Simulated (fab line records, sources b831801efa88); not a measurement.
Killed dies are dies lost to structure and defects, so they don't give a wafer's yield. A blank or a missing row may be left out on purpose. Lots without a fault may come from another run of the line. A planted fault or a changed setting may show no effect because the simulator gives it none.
One fault seen from 2 desks | flow sky130 | each desk has only its own numbers; what lay behind them comes last

THE METROLOGY DESK
What the gauges read, lot by lot, whatever tool the lot ran on: means of the sampled wafers that have a number. A lot is out of limits, marked OUT, if its mean lies more than 4 standard deviations from the usual mean; the brackets give that distance.
Columns: A = VIA4_BOW at SKY_VIA4_BOW_MEAS_03, usual 75 um
lot  | first seen here | A
L735 | day 42 07:11    | 72
L736 | day 42 20:28    | 71
L737 | day 43 20:55    | 79
L738 | day 43 22:45    | 71
L739 | day 43 23:20    | 76
L740 | day 44 01:01    | 65
L742 | day 44 11:44    | 75
L743 | day 45 00:52    | 80
L745 | day 45 07:11    | 76
L747 | day 45 17:52    | 74
L748 | day 46 15:28    | 74
L749 | day 46 18:49    | 84
L754 | day 47 04:32    | 82
This desk's finding: nothing out of limits on any of the 13 lots.

THE TOOL OWNER'S DESK: wet_bench-02
The tool's own readings at SKY_METAL3_STRIP_20 (strips in post etch residue remover, time 1200 s): means of the sampled wafers that have a number, for each lot that ran on this tool. A lot is out of limits, marked OUT, if its mean lies more than 4 standard deviations from the usual mean; the brackets give that distance.
Columns: A = bath_heat_duty_pct at SKY_METAL3_STRIP_20, usual 15.4 %
lot  | first seen here | A
L735 | day 39 02:24    | 16.4
L739 | day 40 19:51    | 13.9
L743 | day 41 22:52    | 15.9
L745 | day 42 06:04    | 16.7
L748 | day 43 11:38    | 13.7
L749 | day 43 17:35    | 16.9
L754 | day 44 16:11    | 12.3
This desk's finding: nothing out of limits on any of the 7 lots.

PUT TOGETHER
The metrology desk saw nothing out of limits.
The tool owner's desk saw nothing out of limits.

WHAT THE SIMULATOR HAD PUT IN
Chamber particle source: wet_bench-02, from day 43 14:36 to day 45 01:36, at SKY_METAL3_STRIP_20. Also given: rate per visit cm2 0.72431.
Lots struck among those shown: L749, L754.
